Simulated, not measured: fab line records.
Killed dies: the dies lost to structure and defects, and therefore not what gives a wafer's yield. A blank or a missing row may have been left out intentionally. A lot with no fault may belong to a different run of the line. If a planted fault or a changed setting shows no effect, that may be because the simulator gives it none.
A struck lot beside a sound one	flow sfq line	15 out of 325 route steps
Sound: these wafers, L410.1, L410.2, L410.4. The struck wafers were L422.1, L422.4, L422.6. The cause is given at the end.
At each step with rows: each side's tool, then ch and its chambers, then its first start. Under that, the readings that differ: sound wafers	struck wafers	difference of the means	sigmas: that difference in standard deviations of wafers without a fault.
alike: words and numbers the same on both sides, and readings whose means are apart by under 2 such deviations; not compared: readings that were withheld, readings missing a value for some wafer, numbers with overlapping values and no deviation given by the record, and bounds like >300 which may hide the same value.
Wherever a step has rows on one side only, a row that says differs or no value, or a row with sigmas, the two part there. Numbers that don't overlap but have no deviation are shown without sigmas and don't part them. Lack of a reading on every wafer of one side parts them only where that side has two or more wafers.

first, 1 step without rows for these wafers: SFQ_TRILAYER_M6_STRIP_SOLV_CLEAN_164 (cleans in NMP, time 600 s).
SFQ_TRILAYER_I6_DEP_PECVD_165: deposits SiO2 from SiH4/N2O, time 111.11 s, target thk 500 nm.
  sound on pecvd-04 ch 0,1,2, day 78 05:54; struck on pecvd-04 ch 1,2, day 80 16:32
  alike: heater power w, throttle valve pct
SFQ_TRILAYER_I6_CMP_CMP_166: polishes SiO2.
  sound on cmp-02 ch 1,2,3, day 78 09:22; struck on cmp-01 ch 0,1,2, day 80 17:07
  alike: motor current A, slurry flow ml min, time to endpoint s
SFQ_I6_BOW_MEAS_941:
  struck on film metro-01, day 80 19:37; sound on film metro-01, day 78 12:22
  alike: I6_BOW
SFQ_TRILAYER_I6_METRO_MEASURE_167:
  struck on film metro-01, day 80 19:44; sound on film metro-01, day 78 12:29
  alike: thk nm
then, 6 steps without rows for these wafers: SFQ_TRILAYER_I6_VIA_LITHO_COAT_174 (resist thk 62 nm); SFQ_TRILAYER_I6_VIA_LITHO_COAT_169 (resist thk 650 nm); SFQ_TRILAYER_I6_VIA_LITHO_SOFTBAKE_173; SFQ_TRILAYER_I6_VIA_LITHO_EXPOSE_170 (exposes mask I6, target cd 700 nm); SFQ_TRILAYER_I6_VIA_LITHO_PEB_172 (peb time 60 s); SFQ_TRILAYER_I6_VIA_LITHO_DEVELOP_171 (time 60 s).
-- the record jumps here: 4 days lie between the struck wafers' starts before and after --
SFQ_I6_OVL_MEAS_942:
  struck on overlay-02, day 84 21:48; sound on overlay-01, day 82 09:48
  alike: I6_OVL
SFQ_TRILAYER_I6_VIA_BARC_OPEN_VIA_ETCH_235: etches BARC in O2, target depth 125 nm, time 41.7 s.
  sound on rie diel-03 ch 0,2,3, day 82 09:50; struck on rie diel-04 ch 1,3, day 84 21:50
reading	sound	struck	difference	sigmas
oes product au (a.u.)	0.682 0.691 0.682	0.888 0.891 0.891	+0.205	+51
run length s (s)	69.8 69.8 70.8	58.0 58.0 57.8	-12.2	-30
model.KrF_of_TRILAYER_I6_VIA_LITHO_COAT_169.thk nm (nm)	572 571.4 573.3	587.8 585.2 585.3	+13.9	
  alike: drypump motor current A
  not compared: rf hours counter h
SFQ_TRILAYER_I6_VIA_ETCH_VIA_ETCH_172: etches SiO2 in CHF3, stops on Nb, target depth 260 nm.
  sound on rie diel-03 ch 0,2,3, day 82 09:53; struck on rie diel-04 ch 1,3, day 84 21:53
reading	sound	struck	difference	sigmas
model.KrF_of_TRILAYER_I6_VIA_LITHO_COAT_169.thk nm (nm)	527 525.7 528.1	543.7 540.8 540.7	+14.8	
  alike: drypump motor current A, oes product au
SFQ_TRILAYER_I6_VIA_STRIP_STRIP_173: strips in O2.
  sound on rie metal-01 ch 0,1, day 82 09:59; struck on rie metal-04 ch 1, day 84 21:59
  alike: drypump motor current A, oes product au
  not compared: rf hours counter h

WHERE THEY PART
Only at SFQ_TRILAYER_I6_VIA_BARC_OPEN_VIA_ETCH_235, as far as this record shows. Later steps at which nothing parts them and some readings are alike: SFQ_TRILAYER_I6_VIA_ETCH_VIA_ETCH_172, SFQ_TRILAYER_I6_VIA_STRIP_STRIP_173.

WHY: what had been put in by the simulator
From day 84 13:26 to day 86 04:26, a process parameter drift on rie diel-04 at SFQ_TRILAYER_I6_VIA_BARC_OPEN_VIA_ETCH_235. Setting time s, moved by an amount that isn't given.
